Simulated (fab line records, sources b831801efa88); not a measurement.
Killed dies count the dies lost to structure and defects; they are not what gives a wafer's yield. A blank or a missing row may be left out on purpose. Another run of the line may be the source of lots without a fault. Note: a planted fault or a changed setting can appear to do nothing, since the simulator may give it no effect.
fab line records -- flow sky130 -- part 1 of 2: steps 1 to 31 of 41
[record] lots = 5, wafers = 15, lastDay = 50
route steps=708 shown CAPM@554 METAL3@555 VIA3@573
lots with no fault: from the same line, run without faults
startH: start of the lot's first displayed wafer, in hours after the record's first day -- waitH: time in hours since the lot's previous step -- " unchanged from the row above -- L1.1+2: one row covering several wafers at once -- - value missing, or start not given -- * or withheld: withheld -- < > ~ a bound
route shown NAME@n: a module of which the file shows steps, and the number in the route of the first -- usual: average and standard deviation across the fault-free wafers -- same: alike in all rows -- chamber/n: place in a boat -- sites: each site's reading -- _std_site: standard deviation of those values -- _edge_site: inner sites' mean taken away from outer sites' mean -- radiusMm: for every site, how far away it sits from the centre of the wafer -- mask NAME#n: copy n -- behind: the most recent tool/chamber to have shaped the wafer -- hold: reason for holding the lot/hours on hold/outcome of the hold -- device: transistor that didn't switch, given as n, p or np -- end of line: tests of these same wafers at the route's end -- a step with no rows: only its recipe -- killed: dies that structure and defects cost at the first sort, which is not the same as the wafer's yield -- map: a wafer's dies, x killed, . not, _ none there
set.NAME: the run value of the setting; set.NAME@STEP: its run value at that earlier step -- model.NAME: the simulator's own value behind a step, which no gauge read
lots at selected steps of the route; one table per step, one row per wafer
services: the hour from which a tool's chamber was out of use, counted from the record's first day as startH (under 0 if before that day), plus the number of hours and why
[[steps]]
[step SKY_CAPM_CLEAN_17]
[recipe] chemistry = O3/DIW, dry = n2Spin
lot.wafer,tool,chamber,startH,waitH
L082.2+5+6,wetBench-04,1,945.08,0.0
L086.2+5+6,wetBench-04,2,973.33,0.0
L091.1+4+5,wetBench-02,2,1003.57,0.0
L095.1+3+6,wetBench-01,3,1028.24,0.0
L097.2+3+5,wetBench-04,0,1033.44,0.0
[step SKY_METAL3_DEHYDRATE_05]
[recipe] tempC = 200, timeS = 60
lot.wafer,tool,chamber,startH,waitH
L082.2+5+6,lithoTrack-01,0,956.48,11.3
L086.2+5+6,lithoTrack-02,0,984.54,11.1
L091.1+4+5,lithoTrack-01,0,1013.81,10.1
L095.1+3+6,lithoTrack-01,0,1037.86,9.5
L097.2+3+5,lithoTrack-01,0,1044.23,10.7
[step SKY_METAL3_HMDS_06]
[recipe] primeTimeS = 60, primeTempC = 120
lot.wafer,tool,chamber,startH,waitH
L082.2+5+6,lithoTrack-01,0,956.63,0.1
L086.2+5+6,lithoTrack-02,0,984.69,0.1
L091.1+4+5,lithoTrack-01,0,1013.96,0.1
L095.1+3+6,lithoTrack-01,0,1038.01,0.1
L097.2+3+5,lithoTrack-01,0,1044.38,0.1
[step SKY_METAL3_COAT_07]
[recipe] resist = BARC, tempC = withheld, timeS = withheld, spinRpm = 3000, resistThkNm = 60
[usual] spinSpeedRpm = 3000.3/2.5
lot.wafer,tool,chamber,startH,waitH,spinSpeedRpm
L082.2,lithoTrack-01,0,956.78,0.1,3001.0
L082.5,lithoTrack-01,0,956.78,0.1,3003.1
L082.6,lithoTrack-01,0,956.78,0.1,3006.0
L086.2,lithoTrack-02,0,984.84,0.1,2998.1
L086.5,lithoTrack-02,0,984.84,0.1,3001.0
L086.6,lithoTrack-02,0,984.84,0.1,2996.3
L091.1,lithoTrack-01,0,1014.11,0.1,2996.7
L091.4,lithoTrack-01,0,1014.11,0.1,2999.0
L091.5,lithoTrack-01,0,1014.11,0.1,2997.9
L095.1,lithoTrack-01,0,1038.16,0.1,3005.3
L095.3,lithoTrack-01,0,1038.16,0.1,3001.1
L095.6,lithoTrack-01,0,1038.16,0.1,3000.2
L097.2,lithoTrack-01,0,1044.53,0.1,3000.6
L097.3,lithoTrack-01,0,1044.53,0.1,3003.6
L097.5,lithoTrack-01,0,1044.53,0.1,3002.0
[step SKY_METAL3_COAT_08]
[recipe] resist = KrF-thick, spinRpm = 3000, resistThkNm = 1140
[usual] spinSpeedRpm = 3000.2/2.1
lot.wafer,tool,chamber,startH,waitH,spinSpeedRpm
L082.2,lithoTrack-01,0,-,-,3001.0
L082.5,lithoTrack-01,0,-,-,2998.9
L082.6,lithoTrack-01,0,-,-,2999.2
L086.2,lithoTrack-02,0,-,-,3002.8
L086.5,lithoTrack-02,0,-,-,2997.0
L086.6,lithoTrack-02,0,-,-,2999.8
L091.1,lithoTrack-01,0,-,-,3005.6
L091.4,lithoTrack-01,0,-,-,3000.3
L091.5,lithoTrack-01,0,-,-,3002.6
L095.1,lithoTrack-01,0,-,-,2999.8
L095.3,lithoTrack-01,0,-,-,3000.4
L095.6,lithoTrack-01,0,-,-,3001.2
L097.2,lithoTrack-01,0,-,-,3001.4
L097.3,lithoTrack-01,0,-,-,2997.0
L097.5,lithoTrack-01,0,-,-,3000.6
[step SKY_METAL3_SOFTBAKE_09]
[recipe] tempC = 100, timeS = 90, resist = KrF-thick
lot.wafer,tool,chamber,startH,waitH
L082.2+5+6,lithoTrack-01,0,-,-
L086.2+5+6,lithoTrack-02,0,-,-
L091.1+4+5,lithoTrack-01,0,-,-
L095.1+3+6,lithoTrack-01,0,-,-
L097.2+3+5,lithoTrack-01,0,-,-
[step SKY_METAL3_EXPOSE_10]
[recipe] maskId = MM3, na = 0.68, sourceShape = annular, sigmaInner = 0.4, sigmaOuter = 0.8, targetCdNm = 300, doseMj = 28
[usual] focusOffsetNm = -0.1/0.53
lot.wafer,tool,chamber,startH,waitH,mask,focusOffsetNm
L082.2,krfScanner-01,0,-,-,MM3#0,-0.2
L082.5,krfScanner-01,0,-,-,MM3#0,0.3
L082.6,krfScanner-01,0,-,-,MM3#0,-0.8
L086.2,krfScanner-01,0,-,-,MM3#0,-0.7
L086.5,krfScanner-01,0,-,-,MM3#0,0.0
L086.6,krfScanner-01,0,-,-,MM3#0,0.2
L091.1,krfScanner-02,0,-,-,MM3#0,-0.3
L091.4,krfScanner-02,0,-,-,MM3#0,0.2
L091.5,krfScanner-02,0,-,-,MM3#0,-0.2
L095.1,krfScanner-01,0,-,-,MM3#0,-0.7
L095.3,krfScanner-01,0,-,-,MM3#0,-0.5
L095.6,krfScanner-01,0,-,-,MM3#0,0.1
L097.2,krfScanner-02,0,-,-,MM3#0,-0.2
L097.3,krfScanner-02,0,-,-,MM3#0,-0.4
L097.5,krfScanner-02,0,-,-,MM3#0,-0.9
[step SKY_METAL3_PEB_11]
[recipe] pebTempC = withheld, pebTimeS = withheld, resist = KrF-thick
lot.wafer,tool,chamber,startH,waitH
L082.2+5+6,lithoTrack-02,0,-,-
L086.2+5+6,lithoTrack-01,0,-,-
L091.1+4+5,lithoTrack-01,0,-,-
L095.1+3+6,lithoTrack-01,0,-,-
L097.2+3+5,lithoTrack-02,0,-,-
[step SKY_METAL3_DEVELOP_12]
[recipe] developTimeS = 60, resist = KrF-thick, devTempC = 21
lot.wafer,tool,chamber,startH,waitH
L082.2+5+6,lithoTrack-02,0,-,-
L086.2+5+6,lithoTrack-01,0,-,-
L091.1+4+5,lithoTrack-01,0,-,-
L095.1+3+6,lithoTrack-01,0,-,-
L097.2+3+5,lithoTrack-02,0,-,-
[step SKY_METAL3_CD_MEAS_13]
[recipe] targetCdNm = 300
[usual] cdNm = 299.8/1.3
lot.wafer,tool,chamber,startH,waitH,cdNm
L082.2,cdSem-02,-,969.28,-,299.8
L082.5,cdSem-02,-,969.28,-,299.7
L082.6,cdSem-02,-,969.28,-,298.6
L086.2,cdSem-02,-,996.78,-,297.2
L086.5,cdSem-02,-,996.78,-,298.5
L086.6,cdSem-02,-,996.78,-,299.0
L091.1,cdSem-02,-,1026.91,-,298.5
L091.4,cdSem-02,-,1026.91,-,299.9
L091.5,cdSem-02,-,1026.91,-,300.5
L095.1,cdSem-01,-,1050.16,-,299.3
L095.3,cdSem-01,-,1050.16,-,299.8
L095.6,cdSem-01,-,1050.16,-,300.2
L097.2,cdSem-01,-,1055.84,-,301.3
L097.3,cdSem-01,-,1055.84,-,301.0
L097.5,cdSem-01,-,1055.84,-,301.0
[step SKY_METAL3_OVL_MEAS_14]
[usual] METAL3_OVL = 3/5.6
lot.wafer,tool,chamber,startH,waitH,METAL3_OVL[nm]
L082.2,overlay-02,-,969.39,0.1,-2
L082.5,overlay-02,-,969.39,0.1,4
L082.6,overlay-02,-,969.39,0.1,0
L086.2,overlay-02,-,996.88,0.1,1
L086.5,overlay-02,-,996.88,0.1,4
L086.6,overlay-02,-,996.88,0.1,-3
L091.1,overlay-02,-,1027.03,0.1,-1
L091.4,overlay-02,-,1027.03,0.1,2
L091.5,overlay-02,-,1027.03,0.1,7
L095.1,overlay-02,-,1050.28,0.1,1
L095.3,overlay-02,-,1050.28,0.1,4
L095.6,overlay-02,-,1050.28,0.1,2
L097.2,overlay-01,-,1055.94,0.1,2
L097.3,overlay-01,-,1055.94,0.1,1
L097.5,overlay-01,-,1055.94,0.1,4
[step SKY_METAL3_DESCUM_15]
[recipe] chemistry = O2, sourcePowerW = 150, biasPowerW = 0, pressureMtorr = 10, tempC = 40, timeS = 8
[usual] drypumpMotorCurrentA = 5.6/0.42, oesProductAu = 0.993/0.0093
lot.wafer,tool,chamber,startH,waitH,drypumpMotorCurrentA,oesProductAu,rfHoursCounterH
L082.2,rieMetal-03,0,969.42,0.0,5.9,0.988,2
L082.5,rieMetal-03,1,969.42,0.0,5.0,0.993,-
L082.6,rieMetal-03,0,969.42,0.0,6.0,0.986,-
L086.2,rieMetal-03,1,996.91,0.0,5.0,0.973,18
L086.5,rieMetal-03,0,996.91,0.0,6.0,0.984,-
L086.6,rieMetal-03,1,996.91,0.0,5.0,0.978,-
L091.1,rieMetal-03,1,1027.06,0.0,5.0,0.977,19
L091.4,rieMetal-03,0,1027.06,0.0,6.0,0.991,-
L091.5,rieMetal-03,1,1027.06,0.0,5.0,0.977,-
L095.1,rieMetal-04,0,1050.31,0.0,5.9,1.004,16
L095.3,rieMetal-04,0,1050.31,0.0,5.9,1.004,-
L095.6,rieMetal-04,0,1050.31,0.0,5.9,0.996,-
L097.2,rieMetal-04,0,1055.98,0.0,5.9,0.999,-
L097.3,rieMetal-04,0,1055.98,0.0,5.9,1.005,-
L097.5,rieMetal-04,0,1055.98,0.0,5.9,0.996,-
[step SKY_METAL3_ETCH_16]
[recipe] chemistry = N2/H2, target = BARC, ionEnergyEv = 200, biasW = 100, pressureMtorr = 30, n2FlowSccm = 100, h2FlowSccm = 200, icpW = 500, stopOn = SiO2, timeS = 88.2, targetDepthA = 600
[usual] drypumpMotorCurrentA = 5.6/0.42, oesProductAu = 0.625/0.0044, throttleValvePct = 13.205/0.0086
lot.wafer,tool,chamber,startH,waitH,drypumpMotorCurrentA,oesProductAu,rfHoursCounterH,throttleValvePct
L082.2,rieMetal-03,0,969.45,0.0,6.0,0.622,2,13.197
L082.5,rieMetal-03,1,969.45,0.0,5.0,0.631,-,13.214
L082.6,rieMetal-03,0,969.45,0.0,6.0,0.623,-,13.201
L086.2,rieMetal-03,1,996.94,0.0,5.0,0.629,18,13.196
L086.5,rieMetal-03,0,996.94,0.0,6.0,0.629,-,13.220
L086.6,rieMetal-03,1,996.94,0.0,5.0,0.622,-,13.217
L091.1,rieMetal-03,1,1027.10,0.0,5.0,0.621,19,13.203
L091.4,rieMetal-03,0,1027.10,0.0,6.0,0.625,-,13.201
L091.5,rieMetal-03,1,1027.10,0.0,5.0,0.626,-,13.203
L095.1,rieMetal-04,0,1050.38,0.1,5.9,0.627,16,13.202
L095.3,rieMetal-04,0,1050.38,0.1,5.9,0.624,-,13.189
L095.6,rieMetal-04,0,1050.38,0.1,5.9,0.631,-,13.213
L097.2,rieMetal-04,0,1056.07,0.1,6.0,0.629,-,13.205
L097.3,rieMetal-04,0,1056.07,0.1,6.0,0.619,-,13.196
L097.5,rieMetal-04,0,1056.07,0.1,5.9,0.623,-,13.200
[step SKY_METAL3_ETCH_17]
[recipe] target = SiO2, stopOn = TiN, chemistry = C4F8/O2/Ar, sourceW = 1500, biasW = 1200, pressureMtorr = 40, c4f8FlowSccm = withheld, O2_flow_sccm = 6, Ar_flow_sccm = 300, timeS = 3.9, targetDepthA = 150
[usual] oesProductAu = 0.756/0.0075
lot.wafer,tool,chamber,startH,waitH,oesProductAu,rfHoursCounterH
L082.2,rieDiel-04,2,969.55,0.1,0.758,12
L082.5,rieDiel-04,0,969.55,0.1,0.768,-
L082.6,rieDiel-04,3,969.55,0.1,0.771,-
L086.2,rieDiel-03,3,997.04,0.1,0.750,18
L086.5,rieDiel-03,1,997.04,0.1,0.755,-
L086.6,rieDiel-03,2,997.04,0.1,0.753,-
L091.1,rieDiel-04,1,1027.19,0.1,0.752,13
L091.4,rieDiel-04,3,1027.19,0.1,0.761,15
L091.5,rieDiel-04,1,1027.19,0.1,0.767,-
L095.1,rieDiel-03,3,1050.57,0.2,0.748,19
L095.3,rieDiel-03,0,1050.57,0.2,0.760,25
L095.6,rieDiel-03,1,1050.57,0.2,0.760,-
L097.2,rieDiel-02,3,1056.23,0.1,0.753,18
L097.3,rieDiel-02,2,1056.23,0.1,0.761,28
L097.5,rieDiel-02,3,1056.23,0.1,0.751,-
[step SKY_METAL3_METAL_ETCH_18]
[recipe] targetDepthA = 8450, stopOn = SiO2, overEtchFrac = 0.3, timeS = 183.1, chemistry = Cl2/BCl3, resistSidewallDeg = 88, pressureMtorr = 10, icpW = 900, biasW = 48.5, Cl2_flow_sccm = 60, bcl3FlowSccm = 30
[usual] drypumpMotorCurrentA = 5.5/0.39, oesProductAu = 0.868/0.0069, throttleValvePct = 22.265/0.0095
lot.wafer,tool,chamber,startH,waitH,drypumpMotorCurrentA,oesProductAu,rfHoursCounterH,throttleValvePct
L082.2,rieMetal-01,0,969.57,0.0,5.7,0.854,2,22.272
L082.5,rieMetal-01,0,969.57,0.0,5.7,0.859,-,22.269
L082.6,rieMetal-01,1,969.57,0.0,5.2,0.870,-,22.252
L086.2,rieMetal-04,1,997.06,0.0,5.2,0.878,18,22.270
L086.5,rieMetal-04,1,997.06,0.0,5.2,0.864,-,22.263
L086.6,rieMetal-04,0,997.06,0.0,5.9,0.874,-,22.262
L091.1,rieMetal-01,1,1027.21,0.0,5.2,0.863,18,22.266
L091.4,rieMetal-01,0,1027.21,0.0,5.7,0.866,-,22.258
L091.5,rieMetal-01,0,1027.21,0.0,5.7,0.865,-,22.268
L095.1,rieMetal-03,1,1050.59,0.0,5.0,0.871,21,22.268
L095.3,rieMetal-03,0,1050.59,0.0,6.0,0.870,-,22.279
L095.6,rieMetal-03,0,1050.59,0.0,6.0,0.874,-,22.268
L097.2,rieMetal-01,0,1056.25,0.0,5.7,0.877,7,22.260
L097.3,rieMetal-01,0,1056.25,0.0,5.7,0.859,-,22.255
L097.5,rieMetal-01,0,1056.25,0.0,5.7,0.861,-,22.258
[step SKY_METAL3_STRIP_19]
[recipe] chemistry = O2/N2, powerW = 1400, pressureMtorr = 1500, platenTempC = withheld, o2FlowSccm = 3000, n2FlowSccm = 300, overashFraction = 0.5
[usual] drypumpMotorCurrentA = 5.4/0.43, oesProductAu = 0.504/0.0048, stripTimeToEndpointS = 6.58/0.075
lot.wafer,tool,chamber,startH,waitH,drypumpMotorCurrentA,oesProductAu,rfHoursCounterH,stripTimeToEndpointS
L082.2,plasmaAsher-04,0,969.75,0.1,5.2,0.498,108,6.45
L082.5,plasmaAsher-04,1,969.75,0.1,5.2,0.506,-,6.52
L082.6,plasmaAsher-04,0,969.75,0.1,5.2,0.508,-,6.53
L086.2,plasmaAsher-04,0,997.24,0.1,5.3,0.495,111,6.58
L086.5,plasmaAsher-04,0,997.24,0.1,5.2,0.508,-,6.62
L086.6,plasmaAsher-04,1,997.24,0.1,5.2,0.497,-,6.54
L091.1,plasmaAsher-04,1,1027.39,0.1,5.1,0.501,114,6.62
L091.4,plasmaAsher-04,0,1027.39,0.1,5.2,0.501,-,6.48
L091.5,plasmaAsher-04,1,1027.39,0.1,5.1,0.499,-,6.52
L095.1,plasmaAsher-04,1,1050.77,0.1,5.2,0.503,117,6.61
L095.3,plasmaAsher-04,0,1050.77,0.1,5.3,0.508,-,6.59
L095.6,plasmaAsher-04,1,1050.77,0.1,5.2,0.502,-,6.55
L097.2,plasmaAsher-03,1,1056.43,0.1,6.7,0.503,93,6.55
L097.3,plasmaAsher-03,0,1056.43,0.1,5.9,0.504,-,6.64
L097.5,plasmaAsher-03,0,1056.43,0.1,5.8,0.503,-,6.59
[step SKY_METAL3_STRIP_20]
[recipe] chemistry = postEtchResidueRemover, timeS = 1200, tempC = 72.5
lot.wafer,tool,chamber,startH,waitH
L082.2+5+6,wetBench-04,1,969.85,0.1
L086.2+5+6,wetBench-02,2,997.34,0.1
L091.1+4+5,wetBench-02,0,1027.49,0.1
L095.1+3+6,wetBench-04,0,1050.87,0.1
L097.2+3+5,wetBench-03,2,1056.53,0.1
[step SKY_METAL3_CLEAN_21]
[recipe] chemistry = IPA, timeS = 180, tempC = 25
lot.wafer,tool,chamber,startH,waitH
L082.2+5+6,wetBench-03,0,970.22,0.0
L086.2+5+6,wetBench-04,2,997.68,0.0
L091.1+4+5,wetBench-04,1,1027.83,0.0
L095.1+3+6,wetBench-02,1,1051.24,0.0
L097.2+3+5,wetBench-03,1,1056.90,0.0
[step SKY_METAL3_CLEAN_22]
[recipe] chemistry = O3/DIW, dry = n2Spin
lot.wafer,tool,chamber,startH,waitH
L082.2+5+6,wetBench-02,2,970.28,0.0
L086.2+5+6,wetBench-02,0,997.74,0.0
L091.1+4+5,wetBench-03,0,1027.89,0.0
L095.1+3+6,wetBench-03,2,1051.30,0.0
L097.2+3+5,wetBench-03,2,1056.96,0.0
[step SKY_VIA3_HDPCVD_00]
[recipe] material = SiO2, targetThkNm = 1635, sigmaOpenFrac = 0.3, timeS = 272.5, tempC = 400, sih4FlowSccm = 60, pressureMtorr = 6
lot.wafer,tool,chamber,startH,waitH
L082.2+5+6,hdpcvd-01,"0,1,2",970.37,0.0
L086.2+5+6,hdpcvd-02,"0,1,0",997.83,0.0
L091.1+4+5,hdpcvd-01,"0,1,0",1027.99,0.0
L095.1+3+6,hdpcvd-01,"1,2,2",1051.39,0.0
L097.2+3+5,hdpcvd-02,"2,1,2",1057.06,0.0
[step SKY_VIA3_THK_MEAS_01]
[recipe] reads = SiO2_of_VIA3_HDPCVD_00
[usual] VIA3_HDPCVD_THK = 1634/20
lot.wafer,tool,chamber,startH,waitH,VIA3_HDPCVD_THK[nm]
L082.2,filmMetro-01,-,970.55,0.1,1662
L082.5,filmMetro-01,-,970.55,0.1,1660
L082.6,filmMetro-01,-,970.55,0.1,1640
L086.2,filmMetro-01,-,998.01,0.1,1640
L086.5,filmMetro-01,-,998.01,0.1,1626
L086.6,filmMetro-01,-,998.01,0.1,1638
L091.1,filmMetro-02,-,1028.16,0.1,1652
L091.4,filmMetro-02,-,1028.16,0.1,1645
L091.5,filmMetro-02,-,1028.16,0.1,1625
L095.1,filmMetro-03,-,1051.56,0.1,1639
L095.3,filmMetro-03,-,1051.56,0.1,1644
L095.6,filmMetro-03,-,1051.56,0.1,1634
L097.2,filmMetro-02,-,1057.24,0.1,1604
L097.3,filmMetro-02,-,1057.24,0.1,1596
L097.5,filmMetro-02,-,1057.24,0.1,1610
[step SKY_VIA3_CMP_02]
[recipe] material = SiO2, downForcePsi = 4, platenRpm = 60, padVelocityMS = 0.94248
[usual] motorCurrentA = 12.1/0.71
lot.wafer,tool,chamber,startH,waitH,motorCurrentA
L082.2,cmp-01,2,970.70,0.1,11.3
L082.6,cmp-01,0,970.70,0.1,14.4
L082.5,cmp-01,1,970.70,0.1,12.6
L086.2,cmp-01,0,998.16,0.1,13.5
L086.5,cmp-01,2,998.16,0.1,11.9
L086.6,cmp-01,3,998.16,0.1,11.3
L091.4,cmp-02,0,1028.27,0.1,13.0
L091.1,cmp-02,2,1028.27,0.1,11.9
L091.5,cmp-02,3,1028.27,0.1,11.2
L095.3,cmp-02,0,1051.67,0.1,12.9
L095.1,cmp-02,1,1051.67,0.1,11.2
L095.6,cmp-02,0,1051.67,0.1,13.3
L097.3,cmp-01,3,1057.34,0.1,12.4
L097.2,cmp-01,0,1057.34,0.1,12.7
L097.5,cmp-01,2,1057.34,0.1,11.2
[step SKY_VIA3_BOW_MEAS_03]
[recipe] mode = bow
[usual] VIA3_BOW = 78/7.4
lot.wafer,tool,chamber,startH,waitH,VIA3_BOW[um]
L082.2,filmMetro-03,-,970.92,0.2,90
L082.5,filmMetro-03,-,970.92,0.2,84
L082.6,filmMetro-03,-,970.92,0.2,85
L086.2,filmMetro-01,-,998.38,0.2,80
L086.5,filmMetro-01,-,998.38,0.2,80
L086.6,filmMetro-01,-,998.38,0.2,72
L091.1,filmMetro-02,-,1028.52,0.1,74
L091.4,filmMetro-02,-,1028.52,0.1,73
L091.5,filmMetro-02,-,1028.52,0.1,74
L095.1,filmMetro-01,-,1051.92,0.1,74
L095.3,filmMetro-01,-,1051.92,0.1,67
L095.6,filmMetro-01,-,1051.92,0.1,72
L097.2,filmMetro-01,-,1057.61,0.2,85
L097.3,filmMetro-01,-,1057.61,0.2,71
L097.5,filmMetro-01,-,1057.61,0.2,83
[step SKY_VIA3_DEHYDRATE_04]
[recipe] tempC = 200, timeS = 60
lot.wafer,tool,chamber,startH,waitH
L082.2+5+6,lithoTrack-01,0,982.08,11.1
L086.2+5+6,lithoTrack-04,0,1009.76,11.4
L091.1+4+5,lithoTrack-03,0,1038.33,9.8
L095.1+3+6,lithoTrack-04,0,1061.73,9.8
L097.2+3+5,lithoTrack-04,0,1068.21,10.6
[step SKY_VIA3_HMDS_05]
[recipe] primeTimeS = 60, primeTempC = 120
lot.wafer,tool,chamber,startH,waitH
L082.2+5+6,lithoTrack-01,0,982.23,0.1
L086.2+5+6,lithoTrack-04,0,1009.91,0.1
L091.1+4+5,lithoTrack-03,0,1038.48,0.1
L095.1+3+6,lithoTrack-04,0,1061.88,0.1
L097.2+3+5,lithoTrack-04,0,1068.36,0.1
[step SKY_VIA3_COAT_06]
[recipe] resist = BARC, tempC = withheld, timeS = withheld, spinRpm = 3000, resistThkNm = 60
[usual] spinSpeedRpm = 2999.7/2
lot.wafer,tool,chamber,startH,waitH,spinSpeedRpm
L082.2,lithoTrack-01,0,982.38,0.1,3000.7
L082.5,lithoTrack-01,0,982.38,0.1,2998.6
L082.6,lithoTrack-01,0,982.38,0.1,3002.0
L086.2,lithoTrack-04,0,1010.06,0.1,2996.1
L086.5,lithoTrack-04,0,1010.06,0.1,3001.3
L086.6,lithoTrack-04,0,1010.06,0.1,2996.0
L091.1,lithoTrack-03,0,1038.63,0.1,2999.8
L091.4,lithoTrack-03,0,1038.63,0.1,2999.3
L091.5,lithoTrack-03,0,1038.63,0.1,3001.9
L095.1,lithoTrack-04,0,1062.03,0.1,2999.4
L095.3,lithoTrack-04,0,1062.03,0.1,2994.7
L095.6,lithoTrack-04,0,1062.03,0.1,2997.9
L097.2,lithoTrack-04,0,1068.51,0.1,2997.7
L097.3,lithoTrack-04,0,1068.51,0.1,3001.5
L097.5,lithoTrack-04,0,1068.51,0.1,3002.6
[step SKY_VIA3_COAT_07]
[recipe] resist = KrF-thick, spinRpm = 3000, resistThkNm = 450
[usual] spinSpeedRpm = 3000.3/2.2
lot.wafer,tool,chamber,startH,waitH,spinSpeedRpm
L082.2,lithoTrack-01,0,-,-,3000.4
L082.5,lithoTrack-01,0,-,-,2999.0
L082.6,lithoTrack-01,0,-,-,2998.3
L086.2,lithoTrack-04,0,-,-,2999.0
L086.5,lithoTrack-04,0,-,-,2999.8
L086.6,lithoTrack-04,0,-,-,3003.2
L091.1,lithoTrack-03,0,-,-,2997.0
L091.4,lithoTrack-03,0,-,-,3000.9
L091.5,lithoTrack-03,0,-,-,3002.4
L095.1,lithoTrack-04,0,-,-,2998.6
L095.3,lithoTrack-04,0,-,-,2997.7
L095.6,lithoTrack-04,0,-,-,3000.7
L097.2,lithoTrack-04,0,-,-,2997.1
L097.3,lithoTrack-04,0,-,-,3001.1
L097.5,lithoTrack-04,0,-,-,2996.4
[step SKY_VIA3_SOFTBAKE_08]
[recipe] tempC = 100, timeS = 90, resist = KrF-thick
lot.wafer,tool,chamber,startH,waitH
L082.2+5+6,lithoTrack-01,0,-,-
L086.2+5+6,lithoTrack-04,0,-,-
L091.1+4+5,lithoTrack-03,0,-,-
L095.1+3+6,lithoTrack-04,0,-,-
L097.2+3+5,lithoTrack-04,0,-,-
[step SKY_VIA3_EXPOSE_09]
[recipe] maskId = VIM3, na = 0.8, sourceShape = annular, sigmaInner = 0.55, sigmaOuter = 0.85, targetCdNm = 200, doseMj = 38
[usual] focusOffsetNm = -0.1/0.51
lot.wafer,tool,chamber,startH,waitH,mask,focusOffsetNm
L082.2,krfScanner-02,0,-,-,VIM3#0,-0.3
L082.5,krfScanner-02,0,-,-,VIM3#0,-0.8
L082.6,krfScanner-02,0,-,-,VIM3#0,-0.3
L086.2,krfScanner-02,0,-,-,VIM3#0,0.5
L086.5,krfScanner-02,0,-,-,VIM3#0,0.1
L086.6,krfScanner-02,0,-,-,VIM3#0,0.1
L091.1,krfScanner-02,0,-,-,VIM3#0,0.0
L091.4,krfScanner-02,0,-,-,VIM3#0,-0.5
L091.5,krfScanner-02,0,-,-,VIM3#0,-0.5
L095.1,krfScanner-01,0,-,-,VIM3#0,-0.1
L095.3,krfScanner-01,0,-,-,VIM3#0,0.5
L095.6,krfScanner-01,0,-,-,VIM3#0,0.4
L097.2,krfScanner-02,0,-,-,VIM3#0,1.1
L097.3,krfScanner-02,0,-,-,VIM3#0,0.8
L097.5,krfScanner-02,0,-,-,VIM3#0,0.9
[step SKY_VIA3_PEB_10]
[recipe] pebTempC = withheld, pebTimeS = withheld, resist = KrF-thick
lot.wafer,tool,chamber,startH,waitH
L082.2+5+6,lithoTrack-01,0,-,-
L086.2+5+6,lithoTrack-04,0,-,-
L091.1+4+5,lithoTrack-03,0,-,-
L095.1+3+6,lithoTrack-04,0,-,-
L097.2+3+5,lithoTrack-01,0,-,-
[step SKY_VIA3_DEVELOP_11]
[recipe] developTimeS = 60, resist = KrF-thick, devTempC = 21
lot.wafer,tool,chamber,startH,waitH
L082.2+5+6,lithoTrack-01,0,-,-
L086.2+5+6,lithoTrack-04,0,-,-
L091.1+4+5,lithoTrack-03,0,-,-
L095.1+3+6,lithoTrack-04,0,-,-
L097.2+3+5,lithoTrack-01,0,-,-
